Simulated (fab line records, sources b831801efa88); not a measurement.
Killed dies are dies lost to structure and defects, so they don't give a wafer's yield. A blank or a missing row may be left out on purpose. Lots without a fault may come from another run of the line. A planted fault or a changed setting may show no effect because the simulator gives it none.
Which tool did it? | flow sky130 | 11 lots, 33 wafers sampled, at 3 steps of a route of 708

WHAT THE GAUGES READ, wafer by wafer
SKY_LDD_N_OVL_MEAS_07.
lot  | measured     | on         | LDD_N_OVL (nm)
L516 | day 17 07:20 | overlay-01 | 0.3 -0.1 -2.0
L517 | day 17 19:55 | overlay-01 | -4.1 -4.3 -3.2
L520 | day 19 00:49 | overlay-01 | 0.0 -1.4 -0.7
L523 | day 19 23:32 | overlay-02 | -3.4 -3.0 -2.3
L524 | day 20 20:43 | overlay-02 | - - -
L532 | day 23 10:19 | overlay-02 | -0.9 -3.1 -1.5
L533 | day 23 21:19 | overlay-01 | -1.4 -0.8 -3.1
L534 | day 24 05:29 | overlay-02 | -1.6 -1.5 -2.0
L535 | day 25 01:46 | overlay-01 | -0.7 0.1 -0.8
L537 | day 25 10:04 | overlay-01 | -1.0 -1.8 -0.2
L539 | day 25 18:56 | overlay-01 | -1.8 -3.0 -3.1

WHICH TOOL RAN EACH LOT (tool, then ch and the chambers of the sampled wafers, then the start)
lot  | SKY_NWELL_RTA_28                 | SKY_LDD_N_EXPOSE_04
L516 | rtp_anneal-02 ch 0, day 5 04:50  | iline_stepper-02 ch 0, day 16 17:34
L517 | rtp_anneal-02 ch 0, day 5 11:31  | iline_stepper-01 ch 0, day 17 05:11
L520 | rtp_anneal-02 ch 0, day 6 08:44  | iline_stepper-02 ch 0, day 18 09:31
L523 | rtp_anneal-01 ch 0, day 7 01:09  | iline_stepper-01 ch 0, day 19 08:08
L524 | rtp_anneal-02 ch 0, day 7 09:49  | iline_stepper-01 ch 0, day 20 05:59
L532 | rtp_anneal-02 ch 0, day 9 07:22  | iline_stepper-01 ch 0, day 22 19:52
L533 | rtp_anneal-01 ch 0, day 9 15:09  | iline_stepper-01 ch 0, day 23 06:12
L534 | rtp_anneal-02 ch 0, day 9 23:22  | iline_stepper-02 ch 0, day 23 15:42
L535 | rtp_anneal-01 ch 0, day 10 07:58 | iline_stepper-01 ch 0, day 24 10:48
L537 | rtp_anneal-01 ch 0, day 10 13:47 | iline_stepper-02 ch 0, day 24 19:17
L539 | rtp_anneal-01 ch 0, day 11 02:42 | iline_stepper-01 ch 0, day 25 04:39
- SKY_NWELL_RTA_28: time 30 s.
- SKY_LDD_N_EXPOSE_04: exposes mask NTM, target cd 840 nm.

THE ANSWER, worked out from the rows above alone
Rule: what is usual is taken from the lots themselves. Put in order of their means at a reading, lots are off if they are a third of the lots or fewer, leave a main group of 4 or more, and stand apart from it by a gap of 3 or more times the standard deviation of the main group's means; of several such gaps the widest counts. A main group whose means are all the same, to the digits that the tables above print for the reading, isn't used. A lot without any number at a reading at which 4 lots or more have one is off too. The other lots that the step has rows for count as sound.
Off: L524, at SKY_LDD_N_OVL_MEAS_07 (LDD_N_OVL). Without a number there: L524. The main group: mean -1.7 nm, standard deviation 1.1.
A tool fits if, at a process step before that reading, it ran every lot that is off, and no sound lot after the first of them. The gauges at SKY_LDD_N_OVL_MEAS_07 are tried like those tools. None of those tried fits.

WHAT THE SIMULATOR HAD PUT IN
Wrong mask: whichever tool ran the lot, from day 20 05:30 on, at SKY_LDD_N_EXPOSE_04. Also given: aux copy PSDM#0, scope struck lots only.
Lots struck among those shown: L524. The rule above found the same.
